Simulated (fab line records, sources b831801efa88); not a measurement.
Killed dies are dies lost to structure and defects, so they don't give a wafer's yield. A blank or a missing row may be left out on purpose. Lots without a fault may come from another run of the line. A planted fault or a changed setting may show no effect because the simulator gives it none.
A struck lot beside a sound one | flow sfq_line | 41 steps out of a route of 325
Sound: wafers L717.2, L717.5, L717.6. Struck: wafers L721.5, L721.6. (L721.1 of the same lot was not struck and is left out.) The cause comes at the end.
At each step with rows: each side's tool, then ch and its chambers, then its first start. Under that, the readings that differ: sound wafers | struck wafers | difference of the means | sigmas: that difference in standard deviations of wafers without a fault.
alike: readings whose means differ by less than 2 such deviations, and words and numbers that are the same on both sides. not compared: withheld readings, readings that some wafer has no value for, bounds like >300 that may hide the same value, and numbers for which the record gives no deviation and whose values overlap.
The two part at a step that has a row with sigmas, a row that says differs or no value, or rows on one side only. Numbers that don't overlap but have no deviation are shown without sigmas and don't part them. A reading that every wafer of one side lacks parts them only if that side has two wafers or more.

first, 6 steps without rows for these wafers: SFQ_TRILAYER_L0_VIA_LITHO_COAT_018 (resist thk 62 nm); SFQ_TRILAYER_L0_VIA_LITHO_COAT_013 (resist thk 650 nm); SFQ_TRILAYER_L0_VIA_LITHO_SOFTBAKE_017; SFQ_TRILAYER_L0_VIA_LITHO_EXPOSE_014 (exposes mask L0V, target cd 700 nm); SFQ_TRILAYER_L0_VIA_LITHO_PEB_016 (peb time 60 s); SFQ_TRILAYER_L0_VIA_LITHO_DEVELOP_015 (time 60 s).
SFQ_L0V_OVL_MEAS_903:
  sound on overlay-01, day 8 03:44; struck on overlay-02, day 9 00:07
  alike: L0V_OVL
then, 1 step without rows for these wafers: SFQ_TRILAYER_L0_VIA_BARC_OPEN_VIA_ETCH_021 (etches BARC in O2, target depth 125 nm, time 41.7 s).
SFQ_TRILAYER_L0_VIA_ETCH_VIA_ETCH_016: etches SiO2 in CHF3, stops on MoNx KI, target depth 80 nm.
  sound on rie_diel-04 ch 2,3, day 8 03:48; struck on rie_diel-02 ch 0,3, day 9 00:12
  alike: drypump_motor_current_A, oes_product_au
then, 3 steps without rows for these wafers: SFQ_TRILAYER_L0_VIA_STRIP_STRIP_017 (strips in O2); SFQ_TRILAYER_L0_VIA_STRIP_SOLV_CLEAN_018 (cleans in NMP, time 600 s); SFQ_TRILAYER_M0_DEP_PRE_CLEAN_020 (time 15 s).
SFQ_TRILAYER_M0_DEP_SPUTTER_019: material Nb, target thk 200 nm, time 133.3 s.
  sound on pvd_sputter-05, day 8 04:38; struck on pvd_sputter-06, day 9 01:02
  reading                                             | sound           | struck      | difference | sigmas
  model.Nb_of_TRILAYER_M0_DEP_SPUTTER_019.thk_nm (nm) | 202.9 203.4 203 | 174.5 173.3 | -29.2      |
  alike: throttle_valve_pct
SFQ_M0_RS_MEAS_904: measures by four-point-probe.
  sound on film_metro-03, day 8 04:45; struck on film_metro-01, day 9 01:25
  reading           | sound             | struck      | difference | sigmas
  M0_NB_RS (ohm/sq) | 0.876 0.874 0.876 | 1.021 1.029 | +0.150     | +19
  not compared: hold
then, 5 steps without rows for these wafers: SFQ_TRILAYER_M0_LITHO_COAT_021 (resist thk 600 nm); SFQ_TRILAYER_M0_LITHO_SOFTBAKE_025; SFQ_TRILAYER_M0_LITHO_EXPOSE_022 (exposes mask M0, target cd 500 nm); SFQ_TRILAYER_M0_LITHO_PEB_024 (peb time 60 s); SFQ_TRILAYER_M0_LITHO_DEVELOP_023 (time 60 s).
-- the record jumps here: 4 days lie between the struck wafers' starts before and after --
SFQ_M0_OVL_MEAS_906:
  sound on overlay-01, day 11 21:52; struck on overlay-01, day 13 04:42
  alike: M0_OVL
then, 1 step without rows for these wafers: SFQ_TRILAYER_M0_BARC_OPEN_METAL_ETCH_031 (etches BARC in O2, target depth 125 nm, time 41.7 s).
SFQ_TRILAYER_M0_ETCH_METAL_ETCH_024: etches Nb in Cl2/Ar, stops on SiO2, target depth 240 nm, time 120 s.
  sound on rie_metal-02 ch 0,1, day 11 21:58; struck on rie_metal-02 ch 0,1, day 13 04:47
  reading               | sound             | struck      | difference | sigmas
  oes_product_au (a.u.) | 0.904 0.899 0.906 | 0.822 0.827 | -0.079     | -12
  alike: drypump_motor_current_A
  not compared: rf_hours_counter_h
then, 2 steps without rows for these wafers: SFQ_TRILAYER_M0_STRIP_STRIP_025 (strips in O2); SFQ_TRILAYER_M0_STRIP_SOLV_CLEAN_026 (cleans in NMP, time 600 s).
SFQ_TRILAYER_I0_DEP_PECVD_027: deposits SiO2 from SiH4/N2O, time 111.11 s, target thk 500 nm.
  sound on pecvd-02 ch 0,2, day 11 22:52; struck on pecvd-04 ch 1,2, day 13 05:41
  reading                | sound          | struck    | difference | sigmas
  throttle_valve_pct (%) | 23.8 23.3 22.9 | 26.3 25.2 | +2.4       | +2
  alike: heater_power_w
SFQ_TRILAYER_I0_CMP_CMP_028: polishes SiO2.
  sound on cmp-01 ch 0,1,2, day 12 04:16; struck on cmp-01 ch 2,3, day 13 07:16
  alike: motor_current_A, time_to_endpoint_s
SFQ_I0_BOW_MEAS_907:
  sound on film_metro-03, day 12 05:47; struck on film_metro-02, day 13 08:46
  alike: I0_BOW
then, 7 steps without rows for these wafers: SFQ_TRILAYER_I0_METRO_MEASURE_029; SFQ_TRILAYER_I0_VIA_LITHO_COAT_036 (resist thk 62 nm); SFQ_TRILAYER_I0_VIA_LITHO_COAT_031 (resist thk 650 nm); SFQ_TRILAYER_I0_VIA_LITHO_SOFTBAKE_035; SFQ_TRILAYER_I0_VIA_LITHO_EXPOSE_032 (exposes mask I0, target cd 500 nm); SFQ_TRILAYER_I0_VIA_LITHO_PEB_034 (peb time 60 s); SFQ_TRILAYER_I0_VIA_LITHO_DEVELOP_033 (time 60 s).
-- the record jumps here: 6 days lie between the struck wafers' starts before and after --
SFQ_I0_OVL_MEAS_908:
  sound on overlay-02, day 16 19:48; struck on overlay-02, day 19 08:34
  alike: I0_OVL
then, 1 step without rows for these wafers: SFQ_TRILAYER_I0_VIA_BARC_OPEN_VIA_ETCH_046 (etches BARC in O2, target depth 125 nm, time 41.7 s).
SFQ_TRILAYER_I0_VIA_ETCH_VIA_ETCH_034: etches SiO2 in CHF3, stops on Nb, target depth 260 nm.
  sound on rie_diel-02 ch 0,2,3, day 16 19:52; struck on rie_diel-01 ch 0,1, day 19 08:38
  alike: drypump_motor_current_A, oes_product_au
SFQ_TRILAYER_I0_VIA_STRIP_STRIP_035: strips in O2.
  sound on rie_metal-01 ch 0,1, day 16 19:59; struck on rie_metal-02 ch 0,1, day 19 08:45
  alike: drypump_motor_current_A, oes_product_au
  not compared: rf_hours_counter_h
then, 2 steps without rows for these wafers: SFQ_TRILAYER_I0_VIA_STRIP_SOLV_CLEAN_036 (cleans in NMP, time 600 s); SFQ_TRILAYER_M1_DEP_PRE_CLEAN_038 (time 22.5 s).
-- the record jumps here: 71 days lie between the struck wafers' starts before and after --
SFQ_M8_BOW_MEAS_951:
  sound on film_metro-03, day 89 13:41; struck on film_metro-03, day 90 04:11
  reading                 | sound                | struck      | difference | sigmas
  model.etest.m0.ohm_um   | 1.755 1.75 1.749     | 2.048 2.058 | +0.302     |
  model.etest.i0.link_ohm | 1.96 1.954 1.967     | 2.084 2.102 | +0.133     |
  model.etest.m0.ohm_sq   | 0.8769 0.8746 0.8764 | 1.02 1.027  | +0.15      |
  alike: M8_BOW

WHERE THEY PART
First at SFQ_M0_RS_MEAS_904; last, within this record, at SFQ_TRILAYER_I0_DEP_PECVD_027. Later steps at which nothing parts them and some readings are alike: SFQ_TRILAYER_I0_CMP_CMP_028, SFQ_I0_BOW_MEAS_907, SFQ_I0_OVL_MEAS_908, SFQ_TRILAYER_I0_VIA_ETCH_VIA_ETCH_034, SFQ_TRILAYER_I0_VIA_STRIP_STRIP_035, SFQ_M8_BOW_MEAS_951.

WHY: what the simulator had put in
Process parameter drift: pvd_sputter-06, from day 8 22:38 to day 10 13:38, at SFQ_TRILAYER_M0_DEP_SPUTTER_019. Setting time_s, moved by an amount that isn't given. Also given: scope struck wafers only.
